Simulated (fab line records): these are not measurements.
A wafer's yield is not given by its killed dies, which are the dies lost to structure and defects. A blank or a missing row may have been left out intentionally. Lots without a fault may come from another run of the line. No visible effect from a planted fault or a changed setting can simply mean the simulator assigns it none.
Which tool was responsible? ; flow sky130 ; 7 lots, 21 wafers sampled, at 1 step of a route of 708

== WHAT EACH GAUGE READ, for each wafer ==
SKY_VT_ADJUST_NCORE_CD_MEAS_07: the cd target is 380 nm.
lot;measured;on;cdNm (nm)
L131;day 9 00:43;cdSem-01;382 381 383
L133;day 9 08:47;cdSem-01;376 380 379
L142;day 12 03:40;cdSem-01;379 380 380
L147;day 13 14:56;cdSem-02;376 373 375
L149;day 14 03:08;cdSem-02;376 374 375
L151;day 14 18:11;cdSem-01;379 380 381
L153;day 15 04:53;cdSem-01;383 386 381

== TOOL THAT RAN EACH LOT (tool first, then ch and the chambers of the sampled wafers, then the start) ==
Before these readings, the record contains no process step.

== THE ANSWER, worked out from the rows above alone ==
Rule: usual is defined by the lots themselves. The widest of any qualifying gaps counts: lots, ordered by their means at a reading, are off when they make up no more than a third of the lots, leave a main group of 4 or more, and stand apart from it by 3 or more times the standard deviation of that group's means. If all means in a main group match to the digits the tables above print for the reading, that group is not used. Also off: a lot with no number at a reading for which 4 or more lots have one. Where the step has rows for the other lots, those lots are counted as sound.
No lot is off at any reading shown: from this, nothing can be told.

== WHAT THE SIMULATOR HAD INSERTED ==
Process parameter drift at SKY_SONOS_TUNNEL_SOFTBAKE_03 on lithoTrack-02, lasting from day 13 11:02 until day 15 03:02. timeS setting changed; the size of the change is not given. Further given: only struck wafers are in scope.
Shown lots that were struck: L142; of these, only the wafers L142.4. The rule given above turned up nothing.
